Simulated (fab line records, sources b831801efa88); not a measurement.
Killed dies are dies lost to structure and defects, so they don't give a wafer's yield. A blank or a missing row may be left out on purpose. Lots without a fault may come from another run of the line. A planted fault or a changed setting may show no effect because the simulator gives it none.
Which tool did it? | flow gf180mcu | 12 lots, 36 wafers sampled, at 4 steps of a route of 602

WHAT THE GAUGES READ, wafer by wafer
GF_V3_CD_MEAS_14: target cd 260 nm.
lot  | measured     | on        | cd_nm (nm)
L075 | day 22 14:34 | cd_sem-02 | 260.8 261.7 261.0
L077 | day 23 09:49 | cd_sem-02 | 259.6 259.6 258.9
L079 | day 24 06:42 | cd_sem-02 | 258.3 258.1 258.1
L081 | day 25 03:24 | cd_sem-01 | 259.5 260.5 260.0
L083 | day 25 17:34 | cd_sem-02 | 259.9 259.0 259.7
L085 | day 26 04:56 | cd_sem-02 | 262.5 262.2 262.5
L087 | day 27 01:04 | cd_sem-01 | 259.9 259.3 260.5
L089 | day 27 13:19 | cd_sem-02 | 259.9 259.5 259.9
L091 | day 28 01:34 | cd_sem-02 | 259.7 258.1 259.0
L093 | day 28 20:49 | cd_sem-02 | 260.4 260.2 262.6
L095 | day 29 05:07 | cd_sem-01 | 259.1 258.2 259.0
L097 | day 29 23:54 | cd_sem-02 | 260.7 261.7 261.4

WHICH TOOL RAN EACH LOT (tool, then ch and the chambers of the sampled wafers, then the start)
lot  | GF_CONTACT_SPUTTER_23        | GF_M3_METAL_ETCH_16               | GF_M3_STRIP_17
L075 | pvd_sputter-01, day 16 07:53 | rie_metal-01 ch 0,1, day 21 13:37 | plasma_asher-03 ch 0,1, day 21 13:44
L077 | pvd_sputter-04, day 17 04:10 | rie_metal-01 ch 0,1, day 22 09:06 | plasma_asher-03 ch 0,1, day 22 09:13
L079 | pvd_sputter-02, day 17 23:35 | rie_metal-01 ch 0,1, day 23 06:48 | plasma_asher-02 ch 0,1, day 23 06:55
L081 | pvd_sputter-02, day 18 22:19 | rie_metal-03 ch 0,1, day 24 03:23 | plasma_asher-02 ch 0,1, day 24 03:30
L083 | pvd_sputter-02, day 19 15:15 | rie_metal-02 ch 0,1, day 24 19:02 | plasma_asher-01 ch 0,1, day 24 19:09
L085 | pvd_sputter-01, day 20 05:08 | rie_metal-01 ch 0,1, day 25 06:22 | plasma_asher-01 ch 0,1, day 25 06:29
L087 | pvd_sputter-02, day 21 02:46 | rie_metal-03 ch 0,1, day 26 03:10 | plasma_asher-01 ch 0,1, day 26 03:17
L089 | pvd_sputter-01, day 21 17:17 | rie_metal-03 ch 0,1, day 26 16:11 | plasma_asher-01 ch 0,1, day 26 16:18
L091 | pvd_sputter-01, day 22 06:58 | rie_metal-02 ch 0,1, day 27 04:07 | plasma_asher-02 ch 0,1, day 27 04:14
L093 | pvd_sputter-04, day 23 05:41 | rie_metal-01 ch 0, day 27 23:46   | plasma_asher-01 ch 0,1, day 27 23:57
L095 | pvd_sputter-04, day 23 16:21 | rie_metal-01 ch 0, day 28 08:35   | plasma_asher-03 ch 0,1, day 28 08:46
L097 | pvd_sputter-01, day 24 10:43 | rie_metal-02 ch 0,1, day 29 04:04 | plasma_asher-01 ch 0,1, day 29 04:11
- GF_CONTACT_SPUTTER_23: material TiN, target thk 10 nm, time 40 s.
- GF_M3_METAL_ETCH_16: etches the open film in Cl2/BCl3, stops on SiO2, target depth 627.5 nm, time 104.6 s.
- GF_M3_STRIP_17: strips in O2/N2.

THE ANSWER, worked out from the rows above alone
Rule: what is usual is taken from the lots themselves. Put in order of their means at a reading, lots are off if they are a third of the lots or fewer, leave a main group of 4 or more, and stand apart from it by a gap of 3 or more times the standard deviation of the main group's means; of several such gaps the widest counts. A main group whose means are all the same, to the digits that the tables above print for the reading, isn't used. A lot without any number at a reading at which 4 lots or more have one is off too. The other lots that the step has rows for count as sound.
No lot is off at any reading shown: from this, nothing can be told.

WHAT THE SIMULATOR HAD PUT IN
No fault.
